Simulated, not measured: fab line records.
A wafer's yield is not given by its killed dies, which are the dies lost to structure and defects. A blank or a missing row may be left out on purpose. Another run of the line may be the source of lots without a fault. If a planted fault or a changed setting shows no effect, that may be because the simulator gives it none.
Matching of chambers / flow gf180mcu / cmp-02 running GF_V2_CMP_26: 4 sister chambers
The step polishes, stops on SiO2, t overpolish 15 s, target thk 0 nm. 8 wafers are shown with their chamber, then 8 later ones without.

WAFERS PAIRED WITH THEIR CHAMBERS
wafer=L711.2; chamber=1; motor-current-A (A)=11.5; head-pressure-psi (psi)=3.481
wafer=L711.4; chamber=3; motor-current-A (A)=9.4; head-pressure-psi (psi)=3.498
wafer=L713.2; chamber=3; motor-current-A (A)=8.9; head-pressure-psi (psi)=3.498
wafer=L713.5; chamber=0; motor-current-A (A)=12.4; head-pressure-psi (psi)=3.506
wafer=L715.1; chamber=0; motor-current-A (A)=12.2; head-pressure-psi (psi)=3.510
wafer=L715.2; chamber=1; motor-current-A (A)=10.5; head-pressure-psi (psi)=3.495
wafer=L715.5; chamber=2; motor-current-A (A)=12.1; head-pressure-psi (psi)=3.508
wafer=L717.1; chamber=2; motor-current-A (A)=12.0; head-pressure-psi (psi)=3.507

WAFERS WITH NO CHAMBER GIVEN
wafer=L717.3; motor-current-A (A)=9.4; head-pressure-psi (psi)=3.495
wafer=L717.6; motor-current-A (A)=11.8; head-pressure-psi (psi)=3.493
wafer=L726.1; motor-current-A (A)=9.2; head-pressure-psi (psi)=3.497
wafer=L726.4; motor-current-A (A)=10.9; head-pressure-psi (psi)=3.504
wafer=L726.5; motor-current-A (A)=12.0; head-pressure-psi (psi)=3.503
wafer=L727.2; motor-current-A (A)=12.3; head-pressure-psi (psi)=3.501
wafer=L727.3; motor-current-A (A)=12.0; head-pressure-psi (psi)=3.491
wafer=L727.4; motor-current-A (A)=10.5; head-pressure-psi (psi)=3.490

WHICH CHAMBER EACH WENT THROUGH
wafer=L717.3; from the rows above=3; in truth=3
wafer=L717.6; from the rows above=can't be placed: 1 or 2 or 0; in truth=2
wafer=L726.1; from the rows above=3; in truth=3
wafer=L726.4; from the rows above=can't be placed: 2 or 1 or 0 or 3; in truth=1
wafer=L726.5; from the rows above=can't be placed: 2 or 0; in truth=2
wafer=L727.2; from the rows above=can't be placed: 0 or 2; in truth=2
wafer=L727.3; from the rows above=can't be placed: 1 or 2 or 0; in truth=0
wafer=L727.4; from the rows above=1; in truth=1
Placed correctly: 3 of 8. These rows do not allow placing 5 (true chamber among the candidates in 5). Placed wrongly: 0.
How it was worked out, from the rows above alone: a wafer's distance from a chamber is the root of the sum, over the readings, of the square of ((its reading less the chamber's mean) divided by the reading's scatter). If the next closest chamber is less than 2 further off than the closest, the wafer can't be placed; otherwise it belongs to the closest. Each chamber's mean is taken over the wafers shown for it. The scatter: the root of (the sum of the squares of (reading less its chamber's mean) over the shown wafers, divided by (wafers less chambers)).
